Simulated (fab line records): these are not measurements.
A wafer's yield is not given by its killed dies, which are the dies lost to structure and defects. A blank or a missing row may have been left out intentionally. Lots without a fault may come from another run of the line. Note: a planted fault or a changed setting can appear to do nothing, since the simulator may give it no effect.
2 desks, one fault + flow gf180mcu + each desk has only its own numbers; what lay behind them comes last

== THE METROLOGY DESK ==
What the gauges read, lot by lot, whatever tool the lot ran on: means of the sampled wafers that have a number. A lot is out of limits, marked OUT, if its mean lies more than 4 standard deviations from the usual mean; the brackets give that distance.
Columns: A = cd-nm at GF_M5_CD_MEAS_07, usual 279.6 nm
| lot  | first seen here | A     |
|------|-----------------|-------|
| L362 | day 26 23:30    | 281.0 |
| L363 | day 27 06:28    | 280.2 |
| L364 | day 27 19:06    | 278.8 |
| L365 | day 27 22:27    | 279.7 |
| L366 | day 28 16:38    | 281.4 |
| L367 | day 28 20:12    | 280.6 |
| L369 | day 29 00:30    | 280.8 |
| L368 | day 29 01:27    | 278.3 |
| L371 | day 30 07:53    | 279.0 |
| L376 | day 31 05:52    | 280.2 |
| L377 | day 31 10:04    | 278.8 |
| L378 | day 31 23:28    | 278.3 |
| L380 | day 32 05:35    | 279.6 |
| L381 | day 32 15:15    | 280.8 |
| L382 | day 32 17:20    | 278.9 |
This desk found nothing out of limits on any of the 15 lots.

== TOOL OWNER'S DESK, litho-track-04 ==
The tool's own readings at GF_TOP_METAL_DEVELOP_13 (develop time 60 s): means of the sampled wafers that have a number, for each lot that ran on this tool. A lot is out of limits, marked OUT, if its mean lies more than 4 standard deviations from the usual mean; the brackets give that distance.
Columns: A = chill-plate-temp-C at GF_TOP_METAL_DEVELOP_13, usual 23.01 C; B = resist-line-temp-C at GF_TOP_METAL_DEVELOP_13, usual 23.00 C
| lot  | first seen here | A     | B     |
|------|-----------------|-------|-------|
| L362 | day 28 17:28    | 22.99 | 22.89 |
| L363 | day 29 01:23    | 22.97 | 22.95 |
| L365 | day 29 16:01    | 23.12 | 23.06 |
| L376 | day 32 18:14    | 23.12 | 23.14 |
| L377 | day 32 23:01    | 23.05 | 23.08 |
| L378 | day 33 11:08    | 22.93 | 23.03 |
| L380 | day 33 17:16    | 23.05 | 22.92 |
| L382 | day 34 03:56    | 22.99 | 23.01 |
This desk found nothing out of limits on any of the 8 lots.

== ALL TOGETHER ==
The metrology desk saw nothing out of limits.
Nothing out of limits was seen by the tool owner's desk.

== WHAT WAS PUT IN BY THE SIMULATOR ==
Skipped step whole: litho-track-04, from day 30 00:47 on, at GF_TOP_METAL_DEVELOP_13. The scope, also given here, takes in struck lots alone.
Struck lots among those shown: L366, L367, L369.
